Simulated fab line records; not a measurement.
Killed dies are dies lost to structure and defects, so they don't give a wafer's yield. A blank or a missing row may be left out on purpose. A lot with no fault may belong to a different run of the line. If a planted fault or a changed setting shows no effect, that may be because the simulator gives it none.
Comparing a struck lot with a sound one ; flow sfq line ; 37 out of 325 route steps
Sound: wafers L555.4, L555.5, L555.6. Struck: wafers L562.4, L562.6. (L562.1 of the same lot was not struck and is left out.) The cause comes at the end.
Per side, at each step with rows, come the tool, then ch with its chambers, and then its first start. Under that, the readings that differ: sound wafers ; struck wafers ; difference of the means ; sigmas: that difference in standard deviations of wafers without a fault.
alike: readings with means less than 2 such deviations apart, plus words and numbers identical on both sides. not compared: withheld readings, readings lacking a value on some wafer, bounds such as >300 that could conceal the same value, and numbers that have no deviation in the record and whose values overlap.
The two part at a step that has a row with sigmas, a row that says differs or no value, or rows on one side only. Numbers that have no deviation but don't overlap get no sigmas and don't part them. A reading that every wafer of one side lacks parts them only if that side has two wafers or more.

SFQ_R5_THK_MEAS_934: measures by xrf.
  sound on film metro-01, day 49 22:28; struck on film metro-03, day 53 11:09
  alike: R5_MONX_THK
then, 6 steps without rows for these wafers: SFQ_TRILAYER_R5_LITHO_COAT_141 (resist thk 62 nm); SFQ_TRILAYER_R5_LITHO_COAT_136 (resist thk 600 nm); SFQ_TRILAYER_R5_LITHO_SOFTBAKE_140; SFQ_TRILAYER_R5_LITHO_EXPOSE_137 (exposes mask R5, target cd 500 nm); SFQ_TRILAYER_R5_LITHO_PEB_139 (peb time 60 s); SFQ_TRILAYER_R5_LITHO_DEVELOP_138 (time 60 s).
-- the record jumps here: 6 days lie between the struck wafers' starts before and after --
SFQ_R5_OVL_MEAS_935:
  sound on overlay-02, day 55 10:43; struck on overlay-01, day 59 14:28
  alike: R5_OVL
SFQ_TRILAYER_R5_BARC_OPEN_METAL_ETCH_177: etches BARC in O2, target depth 125 nm, time 41.7 s.
  sound on rie metal-01 ch 0,1, day 55 10:45; struck on rie metal-03 ch 1, day 59 14:30
  alike: drypump motor current A, oes product au
  not compared: rf hours counter h
SFQ_TRILAYER_R5_ETCH_METAL_ETCH_139: etches the open film in Cl2, stops on SiO2, target depth 60 nm, time 40 s.
  sound on rie metal-01 ch 0,1, day 55 10:49; struck on rie metal-03 ch 1, day 59 14:34
  alike: drypump motor current A, oes product au
  not compared: rf hours counter h
SFQ_TRILAYER_R5_STRIP_STRIP_140: strips in O2.
  sound on rie metal-01 ch 0,1, day 55 11:03; struck on rie metal-03 ch 1, day 59 14:37
  alike: drypump motor current A, oes product au
  not compared: rf hours counter h
then, 1 step without rows for these wafers: SFQ_TRILAYER_R5_STRIP_SOLV_CLEAN_141 (cleans in NMP, time 600 s).
SFQ_TRILAYER_A5C_DEP_PECVD_142: deposits SiO2 from SiH4/N2O, time 15.556 s, target thk 70 nm.
  sound on pecvd-04 ch 0,1,2, day 55 11:40; struck on pecvd-02 ch 2, day 59 15:23
reading;sound;struck;difference;sigmas
model.SiO2_of_TRILAYER_A5C_DEP_PECVD_142.thk nm (nm);71.61 70.72 71.26;39.45 40.04;-31.45;
  alike: heater power w, throttle valve pct
then, 6 steps without rows for these wafers: SFQ_TRILAYER_I5_LITHO_COAT_149 (resist thk 62 nm); SFQ_TRILAYER_I5_LITHO_COAT_144 (resist thk 650 nm); SFQ_TRILAYER_I5_LITHO_SOFTBAKE_148; SFQ_TRILAYER_I5_LITHO_EXPOSE_145 (exposes mask I5, target cd 700 nm); SFQ_TRILAYER_I5_LITHO_PEB_147 (peb time 60 s); SFQ_TRILAYER_I5_LITHO_DEVELOP_146 (time 60 s).
-- the record jumps here: 6 days lie between the struck wafers' starts before and after --
SFQ_I5_OVL_MEAS_936:
  sound on overlay-02, day 61 16:00; struck on overlay-02, day 65 10:01
  alike: I5_OVL
SFQ_TRILAYER_I5_BARC_OPEN_VIA_ETCH_200: etches BARC in O2, target depth 125 nm, time 41.7 s.
  sound on rie diel-02 ch 1,2, day 61 16:01; struck on rie diel-02 ch 2, day 65 10:04
reading;sound;struck;difference;sigmas
oes product au (a.u.);0.686 0.683 0.693;0.678 0.678;-0.009;-2
  alike: drypump motor current A
  not compared: rf hours counter h
then, 1 step without rows for these wafers: SFQ_TRILAYER_I5_ETCH_VIA_ETCH_147 (etches the open film in CHF3, stops on Nb, target depth 360 nm).
SFQ_TRILAYER_I5_STRIP_STRIP_148: strips in O2.
  sound on rie metal-01 ch 0,1, day 61 16:24; struck on rie metal-01 ch 1, day 65 10:15
reading;sound;struck;difference;sigmas
oes product au (a.u.);0.997 0.999 0.987;1.008 1.015;+0.017;+2
  alike: drypump motor current A
  not compared: rf hours counter h
then, 7 steps without rows for these wafers: SFQ_TRILAYER_I5_STRIP_SOLV_CLEAN_149 (cleans in NMP, time 600 s); SFQ_TRILAYER_C5_LITHO_COAT_156 (resist thk 62 nm); SFQ_TRILAYER_C5_LITHO_COAT_151 (resist thk 650 nm); SFQ_TRILAYER_C5_LITHO_SOFTBAKE_155; SFQ_TRILAYER_C5_LITHO_EXPOSE_152 (exposes mask C5, target cd 500 nm); SFQ_TRILAYER_C5_LITHO_PEB_154 (peb time 60 s); SFQ_TRILAYER_C5_LITHO_DEVELOP_153 (time 60 s).
-- the record jumps here: 5 days lie between the struck wafers' starts before and after --
SFQ_C5_OVL_MEAS_937:
  sound on overlay-02, day 66 20:58; struck on overlay-02, day 70 14:54
  alike: C5_OVL
then, 1 step without rows for these wafers: SFQ_TRILAYER_C5_BARC_OPEN_VIA_ETCH_210 (etches BARC in O2, target depth 125 nm, time 41.7 s).
SFQ_TRILAYER_C5_ETCH_VIA_ETCH_154: etches SiO2 in CHF3, stops on Nb, target depth 84 nm.
  sound on rie diel-04 ch 0,1,2, day 66 21:01; struck on rie diel-03 ch 2,3, day 70 14:59
reading;sound;struck;difference;sigmas
oes product au (a.u.);0.903 0.902 0.909;0.664 0.677;-0.234;-31
model.etch.depth nm (nm);71.61 70.72 71.26;39.45 40.04;-31.45;
model.C5.feature depth nm (nm);71.61 70.72 71.26;39.45 40.04;-31.45;
  alike: drypump motor current A
then, 2 steps without rows for these wafers: SFQ_TRILAYER_C5_STRIP_STRIP_155 (strips in O2); SFQ_TRILAYER_C5_STRIP_SOLV_CLEAN_156 (cleans in NMP, time 600 s).
SFQ_TRILAYER_M6_DEP_PRE_CLEAN_158: time 22.5 s.
  sound on pvd sputter-06, day 66 21:51; struck on pvd sputter-04, day 70 15:48
reading;sound;struck;difference;sigmas
model.SiO2_of_TRILAYER_A5C_DEP_PECVD_142.thk nm (nm);64.11 63.22 63.76;31.95 32.54;-31.45;
then, 1 step without rows for these wafers: SFQ_TRILAYER_M6_DEP_SPUTTER_157 (material Nb, target thk 200 nm, time 133.3 s).

== WHERE THEY PART ==
Earliest at SFQ_TRILAYER_I5_BARC_OPEN_VIA_ETCH_200; latest, in this record, at SFQ_TRILAYER_C5_ETCH_VIA_ETCH_154.

WHY: what had been put in by the simulator
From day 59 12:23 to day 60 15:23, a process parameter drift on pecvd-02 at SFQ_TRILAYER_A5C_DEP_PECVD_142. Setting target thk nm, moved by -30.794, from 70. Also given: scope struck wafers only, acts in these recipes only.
